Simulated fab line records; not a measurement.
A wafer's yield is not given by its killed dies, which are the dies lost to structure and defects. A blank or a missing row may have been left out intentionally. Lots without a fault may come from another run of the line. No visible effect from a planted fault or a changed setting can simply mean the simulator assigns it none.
Which tool was responsible? || flow sky130 || 11 lots (33 wafers sampled), 1 step of a 708-step route

## WHAT THE GAUGES SHOWED, per wafer
SKY_METAL2_OVL_MEAS_16.
{"lot": "L134", "measured": "day 35 19:04", "on": "overlay-01", "METAL2_OVL (nm)": "-7 -3 -3"}
{"lot": "L135", "measured": "day 36 08:38", "on": "overlay-01", "METAL2_OVL (nm)": "-2 0 -1"}
{"lot": "L137", "measured": "day 36 20:23", "on": "overlay-02", "METAL2_OVL (nm)": "-7 -1 -9"}
{"lot": "L138", "measured": "day 36 22:45", "on": "overlay-02", "METAL2_OVL (nm)": "9 7 0"}
{"lot": "L139", "measured": "day 37 10:47", "on": "overlay-01", "METAL2_OVL (nm)": "0 1 0"}
{"lot": "L148", "measured": "day 39 22:34", "on": "overlay-01", "METAL2_OVL (nm)": "-5 6 -1"}
{"lot": "L149", "measured": "day 40 12:05", "on": "overlay-02", "METAL2_OVL (nm)": "4 14 4"}
{"lot": "L150", "measured": "day 40 16:35", "on": "overlay-01", "METAL2_OVL (nm)": "-14 -7 -14"}
{"lot": "L153", "measured": "day 41 04:05", "on": "overlay-02", "METAL2_OVL (nm)": "2 5 1"}
{"lot": "L154", "measured": "day 41 19:23", "on": "overlay-02", "METAL2_OVL (nm)": "-1 -8 2"}
{"lot": "L156", "measured": "day 42 12:57", "on": "overlay-02", "METAL2_OVL (nm)": "5 1 9"}

## TOOL THAT RAN EACH LOT (tool first, then ch and the chambers of the sampled wafers, then the start)
There is no process step in the record ahead of these readings.

## THE ANSWER, worked out from the rows above alone
Rule: what is usual is taken from the lots themselves. The widest of any qualifying gaps counts: lots, ordered by their means at a reading, are off when they make up no more than a third of the lots, leave a main group of 4 or more, and stand apart from it by 3 or more times the standard deviation of that group's means. A main group is skipped when, at the precision printed for the reading in the tables above, its means are all equal. A lot without any number at a reading at which 4 lots or more have one is off too. Any other lot the step has rows for is counted as sound.
None of the lots is off at any reading shown; this tells nothing.

## WHAT THE SIMULATOR PUT IN
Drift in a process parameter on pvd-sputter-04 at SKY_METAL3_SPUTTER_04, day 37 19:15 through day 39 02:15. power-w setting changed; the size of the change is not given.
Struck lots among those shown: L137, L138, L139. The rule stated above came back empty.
